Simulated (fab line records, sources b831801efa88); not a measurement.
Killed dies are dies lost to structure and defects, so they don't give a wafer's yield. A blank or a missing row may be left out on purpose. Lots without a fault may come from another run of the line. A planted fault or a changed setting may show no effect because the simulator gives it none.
A struck lot beside a sound one | flow gf180mcu | 22 steps out of a route of 602
Sound: wafers L437.3, L437.5, L437.6. Struck: wafers L443.3, L443.4, L443.5. The cause comes at the end.
At each step with rows: each side's tool, then ch and its chambers, then its first start. Under that, the readings that differ: sound wafers | struck wafers | difference of the means | sigmas: that difference in standard deviations of wafers without a fault.
alike: readings whose means differ by less than 2 such deviations, and words and numbers that are the same on both sides. not compared: withheld readings, readings that some wafer has no value for, bounds like >300 that may hide the same value, and numbers for which the record gives no deviation and whose values overlap.
The two part at a step that has a row with sigmas, a row that says differs or no value, or rows on one side only. Numbers that don't overlap but have no deviation are shown without sigmas and don't part them. A reading that every wafer of one side lacks parts them only if that side has two wafers or more.

first, 6 steps without rows for these wafers: GF_VT_IMPLANT_HMDS_01 (prime time 60 s); GF_VT_IMPLANT_COAT_02 (resist thk 1000 nm); GF_VT_IMPLANT_SOFTBAKE_03 (time 60 s); GF_VT_IMPLANT_EXPOSE_04 (exposes mask LVPWELL LV AREA, target cd 600 nm); GF_VT_IMPLANT_PEB_05; GF_VT_IMPLANT_DEVELOP_06 (develop time 60 s).
GF_VT_IMPLANT_OVL_MEAS_07:
  sound on overlay-02, day 6 01:48; struck on overlay-02, day 7 16:21
  alike: VT_IMPLANT_OVL
then, 1 step without rows for these wafers: GF_VT_IMPLANT_IMPLANT_08.
GF_VT_IMPLANT_STRIP_09: strips in O2/N2.
  sound on plasma_asher-01 ch 0,1, day 6 02:01; struck on plasma_asher-01 ch 0,1, day 7 16:34
  alike: drypump_motor_current_A, heater_power_w, oes_product_au, strip_time_to_endpoint_s
  not compared: rf_hours_counter_h
GF_VT_IMPLANT_TW_MEAS_10:
  sound on film_metro-01, day 6 02:06; struck on film_metro-03, day 7 16:38
  alike: VT_IMPLANT_TW
then, 2 steps without rows for these wafers: GF_VT_IMPLANT_DEHYDRATE_11 (time 60 s); GF_VT_IMPLANT_HMDS_12 (prime time 60 s).
GF_VT_IMPLANT_COAT_13: resist thk 1000 nm.
  sound on litho_track-02 ch 0, day 6 08:53; struck on litho_track-01 ch 0, day 7 23:52
  reading                                         | sound                | struck               | difference | sigmas
  spin_speed_rpm (rpm)                            | 3004.0 2997.0 3000.9 | 3190.7 3187.9 3188.2 | +188.3     | +90
  model.NOVOLAK_of_VT_IMPLANT_COAT_13.thk_nm (nm) | 1006 1006 1006       | 968.6 967 966.9      | -38.5      |
  alike: resist_line_temp_C
then, 3 steps without rows for these wafers: GF_VT_IMPLANT_SOFTBAKE_14 (time 60 s); GF_VT_IMPLANT_EXPOSE_15 (exposes mask Nwell LV AREA, target cd 860 nm); GF_VT_IMPLANT_PEB_16.
GF_VT_IMPLANT_DEVELOP_17: develop time 60 s.
  sound on litho_track-01 ch 0, day 6 16:28; struck on litho_track-02 ch 0, day 8 08:47
  reading                                         | sound             | struck            | difference | sigmas
  resist_line_temp_C (C)                          | 22.75 22.81 22.88 | 23.02 23.03 23.06 | +0.22      | +2
  model.NOVOLAK_of_VT_IMPLANT_COAT_13.thk_nm (nm) | 1005 1006 1006    | 968.2 966.6 966.5 | -38.6      |
GF_VT_IMPLANT_OVL_MEAS_18:
  sound on overlay-01, day 6 16:35; struck on overlay-01, day 8 08:54
  alike: VT_IMPLANT_01_OVL
then, 1 step without rows for these wafers: GF_VT_IMPLANT_IMPLANT_19.
GF_VT_IMPLANT_STRIP_20: strips in O2/N2.
  sound on plasma_asher-01 ch 0,1, day 6 16:47; struck on plasma_asher-02 ch 0,1, day 8 09:07
  reading                      | sound             | struck            | difference | sigmas
  strip_time_to_endpoint_s (s) | 12.70 12.70 12.71 | 12.26 12.24 12.24 | -0.46      | -10
  alike: drypump_motor_current_A, heater_power_w, oes_product_au
  not compared: rf_hours_counter_h
GF_VT_IMPLANT_TW_MEAS_21:
  sound on film_metro-03, day 6 16:52; struck on film_metro-03, day 8 09:11
  alike: VT_IMPLANT_2_TW
GF_PASSIVATION_PROBE_99:
  the record has rows for the sound wafers here (prober-01, day 29 09:42) and none for the struck ones

WHERE THEY PART
First at GF_VT_IMPLANT_COAT_13; last, within this record, at GF_PASSIVATION_PROBE_99.

WHY: what the simulator had put in
Process parameter drift: litho_track-01, from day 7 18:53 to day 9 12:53, at GF_VT_IMPLANT_COAT_13. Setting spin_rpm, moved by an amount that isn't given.
